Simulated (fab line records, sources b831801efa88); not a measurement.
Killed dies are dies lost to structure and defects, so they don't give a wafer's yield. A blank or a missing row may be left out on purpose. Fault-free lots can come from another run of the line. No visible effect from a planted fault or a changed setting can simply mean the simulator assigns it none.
8D (eight disciplines) problem report, filled in by code    flow sky130    the parts of the form that need people (team, actions taken, sign-off) are left out

## 1. WHAT WENT WRONG
dose_ions_cm2 at SKY_VT_ADJUST_NCORE_IMPLANT_09 reads a mean of 2.3123e+12 on 6 wafers of 2 lots; wafers without a fault read 2.3992e+12 with a standard deviation of 2.5e+09. That is -35 standard deviations from the usual mean.
Earliest sighting: wafer L703.2 on implanter-01 at day 11 16:05. The record holds 39 wafers of 13 lots with a number at this step. The rule behind "out" and "out of limits": a value lying over 4 standard deviations away from the usual mean. All remaining wafers that have a number are taken as sound.

## 2. WHAT THIS IS AND IS NOT
question                     is                      is not
which readings at this step  dose_ions_cm2           -
which lots                   L703, L706              L693, L694, L695, L696, L707, L708, L709, L711, L713, L714, L716
which wafers of those lots   all that have a number  -
read on which tools          implanter-01            implanter-02, implanter-03
when                         from day 11 16:05       up to then (12 sound wafers); but 21 sound wafers of L707, L708, L709, L711, L713, L714, L716 came after

## 3. SUSPECTS, AND WHAT RULES EACH OUT
Counting: a tool at any process step up to the reading remains a suspect when it ran all the lots that are out and ran no sound lot after the first of those.
- implanter-01 at SKY_VT_ADJUST_NCORE_IMPLANT_09: kept. It processed each lot that is out, first L703 at day 11 16:05, and no sound lot thereafter; up to then, the last sound lot it processed was L696 at day 9 14:44. Its own readings are out on those wafers: dose_ions_cm2.
The count leaves implanter-01 at SKY_VT_ADJUST_NCORE_IMPLANT_09.

## 4. THE CAUSE (what the simulator had put in)
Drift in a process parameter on implanter-01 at SKY_VT_ADJUST_NCORE_IMPLANT_09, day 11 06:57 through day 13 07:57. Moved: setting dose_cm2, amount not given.
Only this tool survived the counting.

## 5. THE CHAIN OF EFFECTS, in route order
Each row: a reading where the mean over the struck wafers with a number is more than 3 standard deviations away from the usual. Scope: only readings with a usual standard deviation given in the record; hours: median across lots of the time from each lot's start at the first step in this table that gives one to its start at this step; sigmas: change in usual standard deviations.
hours  step                            reading        usual       on struck wafers  change       sigmas
0      SKY_VT_ADJUST_NCORE_IMPLANT_09  dose_ions_cm2  2.3992e+12  2.3123e+12        -8.6867e+10  -35
It contains these process steps:
- SKY_VT_ADJUST_NCORE_IMPLANT_09
At these later measuring or inspecting steps, every struck wafer for which the step has a row has a number for every such reading, and none has moved that far: SKY_VT_ADJUST_PCH_OVL_MEAS_07.

## 6. WHAT WOULD HAVE CAUGHT IT SOONER
In this record the first reading out of limits was taken at day 11 16:05, 9 hours after the fault began at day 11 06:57.
